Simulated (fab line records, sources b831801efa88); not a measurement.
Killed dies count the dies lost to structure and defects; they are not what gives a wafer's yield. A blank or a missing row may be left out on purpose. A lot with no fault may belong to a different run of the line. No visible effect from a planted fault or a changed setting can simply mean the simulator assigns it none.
Chamber matching	flow sky130	4 sister chambers for SKY_POLY_CUT_ETCH_10 on rie_diel-03
The step etches BARC in N2/H2, stops on SiO2, time 45.9 s, target depth 60 nm. 30 wafers are shown with their chamber, then 12 later ones without.

## EACH WAFER AND ITS CHAMBER
wafer	chamber	drypump_motor_current_A (A)	oes_product_au (a.u.)	h2_flow_sccm (sccm)
L074.2	2	6.1	0.859	199.8
L074.4	0	5.2	0.857	200.3
L074.5	0	5.2	0.858	200.0
L077.1	0	5.2	0.856	200.6
L077.2	2	6.1	0.857	200.2
L077.6	3	5.3	0.848	200.7
L078.1	1	5.8	0.853	200.3
L078.4	3	5.4	0.848	199.6
L078.6	0	5.2	0.859	200.4
L080.3	3	5.4	0.855	200.1
L080.5	2	6.1	0.859	200.4
L080.6	3	5.4	0.862	200.2
L081.3	1	5.8	0.851	199.2
L081.4	2	6.1	0.851	199.8
L081.6	2	6.1	0.845	199.7
L083.2	3	5.4	0.848	200.3
L083.3	0	5.2	0.857	200.1
L083.4	3	5.4	0.856	199.8
L085.1	2	6.1	0.849	200.1
L085.2	3	5.4	0.851	200.8
L085.3	1	5.8	0.855	199.8
L086.2	3	5.4	0.857	199.8
L086.4	0	5.2	0.860	198.9
L086.6	0	5.2	0.851	200.2
L087.1	3	5.4	0.850	199.2
L087.2	0	5.2	0.861	200.3
L087.5	3	5.4	0.848	199.1
L088.3	0	5.2	0.848	200.1
L088.5	0	5.2	0.858	200.5
L088.6	3	5.4	0.861	200.1

SIGNATURES, as means of the wafers listed above
reading	chamber 0	chamber 1	chamber 2	chamber 3	scatter within a chamber
drypump_motor_current_A	5.200	5.800	6.100	5.391	0.0187
oes_product_au	0.85650	0.85300	0.85333	0.85309	0.00485
h2_flow_sccm	200.140	199.767	200.000	199.973	0.479
Rule: a wafer lies at a distance from a chamber equal to the root of the sum of squares, over the readings, of (its reading less the chamber's mean, divided by the reading's scatter). If the next closest chamber is less than 2 further off than the closest, the wafer can't be placed; otherwise it belongs to the closest. How the scatter is found: for the shown wafers, subtract from each reading the mean of its chamber, square and add these, divide the total by (wafers less chambers), then take the root.

## WAFERS WITH NO CHAMBER GIVEN
wafer	drypump_motor_current_A (A)	oes_product_au (a.u.)	h2_flow_sccm (sccm)
L089.2	5.8	0.856	199.7
L089.3	5.4	0.850	201.4
L089.6	5.2	0.856	200.6
L094.1	5.2	0.860	200.1
L094.2	5.4	0.852	199.7
L094.3	5.8	0.853	199.6
L095.1	5.2	0.865	200.3
L095.4	5.4	0.853	200.1
L095.6	5.2	0.854	199.6
L097.2	5.8	0.860	199.0
L097.3	6.1	0.848	199.3
L097.6	5.2	0.863	200.1

## CHAMBER TAKEN BY EACH
wafer	from the rows above	in truth
L089.2	1	1
L089.3	3	3
L089.6	0	0
L094.1	0	0
L094.2	3	3
L094.3	1	1
L095.1	0	0
L095.4	3	3
L095.6	0	0
L097.2	1	1
L097.3	2	2
L097.6	0	0
Correctly placed: 12 of 12. Not placeable from these rows: 0. Wrongly placed: 0.
